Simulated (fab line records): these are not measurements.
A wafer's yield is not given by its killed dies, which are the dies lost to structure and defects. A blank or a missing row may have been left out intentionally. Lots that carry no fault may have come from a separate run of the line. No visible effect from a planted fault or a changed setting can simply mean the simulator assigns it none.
Chamber matching || flow sky130 || rieDiel-03 running SKY_POLY_CUT_ETCH_11: 4 sister chambers
The step etches Si3N4 in CF4/CH2F2/Ar, stops on poly-Si, time 42.5 s, target depth 60 nm. 14 wafers are shown with their chamber, then 7 later ones without.

WAFERS WITH THEIR CHAMBER
{"wafer": "L327.1", "chamber": 1, "drypumpMotorCurrentA (A)": 5.6, "throttleValvePct (%)": 14.977, "oesProductAu (a.u.)": 0.819}
{"wafer": "L327.5", "chamber": 0, "drypumpMotorCurrentA (A)": 5.9, "throttleValvePct (%)": 15.005, "oesProductAu (a.u.)": 0.823}
{"wafer": "L327.6", "chamber": 3, "drypumpMotorCurrentA (A)": 5.8, "throttleValvePct (%)": 14.976, "oesProductAu (a.u.)": 0.828}
{"wafer": "L328.3", "chamber": 0, "drypumpMotorCurrentA (A)": 5.9, "throttleValvePct (%)": 14.995, "oesProductAu (a.u.)": 0.831}
{"wafer": "L328.4", "chamber": 2, "drypumpMotorCurrentA (A)": 4.6, "throttleValvePct (%)": 14.985, "oesProductAu (a.u.)": 0.837}
{"wafer": "L328.5", "chamber": 2, "drypumpMotorCurrentA (A)": 4.7, "throttleValvePct (%)": 14.998, "oesProductAu (a.u.)": 0.825}
{"wafer": "L332.1", "chamber": 1, "drypumpMotorCurrentA (A)": 5.6, "throttleValvePct (%)": 15.006, "oesProductAu (a.u.)": 0.820}
{"wafer": "L332.4", "chamber": 1, "drypumpMotorCurrentA (A)": 5.6, "throttleValvePct (%)": 14.990, "oesProductAu (a.u.)": 0.833}
{"wafer": "L332.5", "chamber": 0, "drypumpMotorCurrentA (A)": 5.9, "throttleValvePct (%)": 14.993, "oesProductAu (a.u.)": 0.831}
{"wafer": "L338.1", "chamber": 1, "drypumpMotorCurrentA (A)": 5.6, "throttleValvePct (%)": 15.016, "oesProductAu (a.u.)": 0.824}
{"wafer": "L338.2", "chamber": 0, "drypumpMotorCurrentA (A)": 5.9, "throttleValvePct (%)": 15.019, "oesProductAu (a.u.)": 0.823}
{"wafer": "L338.6", "chamber": 1, "drypumpMotorCurrentA (A)": 5.6, "throttleValvePct (%)": 14.992, "oesProductAu (a.u.)": 0.813}
{"wafer": "L340.1", "chamber": 2, "drypumpMotorCurrentA (A)": 4.6, "throttleValvePct (%)": 14.989, "oesProductAu (a.u.)": 0.820}
{"wafer": "L340.3", "chamber": 0, "drypumpMotorCurrentA (A)": 5.9, "throttleValvePct (%)": 14.997, "oesProductAu (a.u.)": 0.828}

SIGNATURES (averages over the wafers above)
{"reading": "drypumpMotorCurrentA", "chamber 0": 5.900, "chamber 1": 5.600, "chamber 2": 4.633, "chamber 3": 5.800, "scatter within a chamber": 0.0258}
{"reading": "throttleValvePct", "chamber 0": 15.00180, "chamber 1": 14.99620, "chamber 2": 14.99067, "chamber 3": 14.97600, "scatter within a chamber": 0.0121}
{"reading": "oesProductAu", "chamber 0": 0.82720, "chamber 1": 0.82180, "chamber 2": 0.82733, "chamber 3": 0.82800, "scatter within a chamber": 0.00661}
Rule: for each reading, subtract the chamber's mean from the wafer's reading, divide by that reading's scatter and square the result; add these up over the readings and take the root, which gives the wafer's distance from the chamber. The wafer belongs to the nearest chamber; if the next one is less than 2 further off, it can't be placed. The scatter is the square root of a quotient: the sum, over the shown wafers, of each reading's squared deviation from its chamber's mean, divided by wafers minus chambers.

WAFERS MISSING THEIR CHAMBER
{"wafer": "L340.4", "drypumpMotorCurrentA (A)": 5.9, "throttleValvePct (%)": 15.002, "oesProductAu (a.u.)": 0.830}
{"wafer": "L341.1", "drypumpMotorCurrentA (A)": 5.6, "throttleValvePct (%)": 14.994, "oesProductAu (a.u.)": 0.835}
{"wafer": "L341.2", "drypumpMotorCurrentA (A)": 5.9, "throttleValvePct (%)": 14.989, "oesProductAu (a.u.)": 0.842}
{"wafer": "L341.3", "drypumpMotorCurrentA (A)": 5.8, "throttleValvePct (%)": 14.996, "oesProductAu (a.u.)": 0.841}
{"wafer": "L344.1", "drypumpMotorCurrentA (A)": 5.6, "throttleValvePct (%)": 15.001, "oesProductAu (a.u.)": 0.835}
{"wafer": "L344.3", "drypumpMotorCurrentA (A)": 4.7, "throttleValvePct (%)": 15.014, "oesProductAu (a.u.)": 0.833}
{"wafer": "L344.6", "drypumpMotorCurrentA (A)": 4.6, "throttleValvePct (%)": 14.995, "oesProductAu (a.u.)": 0.838}

CHAMBER TAKEN BY EACH
{"wafer": "L340.4", "from the rows above": 0, "in truth": 0}
{"wafer": "L341.1", "from the rows above": 1, "in truth": 1}
{"wafer": "L341.2", "from the rows above": 0, "in truth": 0}
{"wafer": "L341.3", "from the rows above": "can't be placed: 3 or 0", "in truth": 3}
{"wafer": "L344.1", "from the rows above": 1, "in truth": 1}
{"wafer": "L344.3", "from the rows above": 2, "in truth": 2}
{"wafer": "L344.6", "from the rows above": 2, "in truth": 2}
Placed correctly: 6 of 7. Cannot be placed on the basis of these rows: 1; the candidates contain the true chamber in 1. Number placed wrongly: 0.
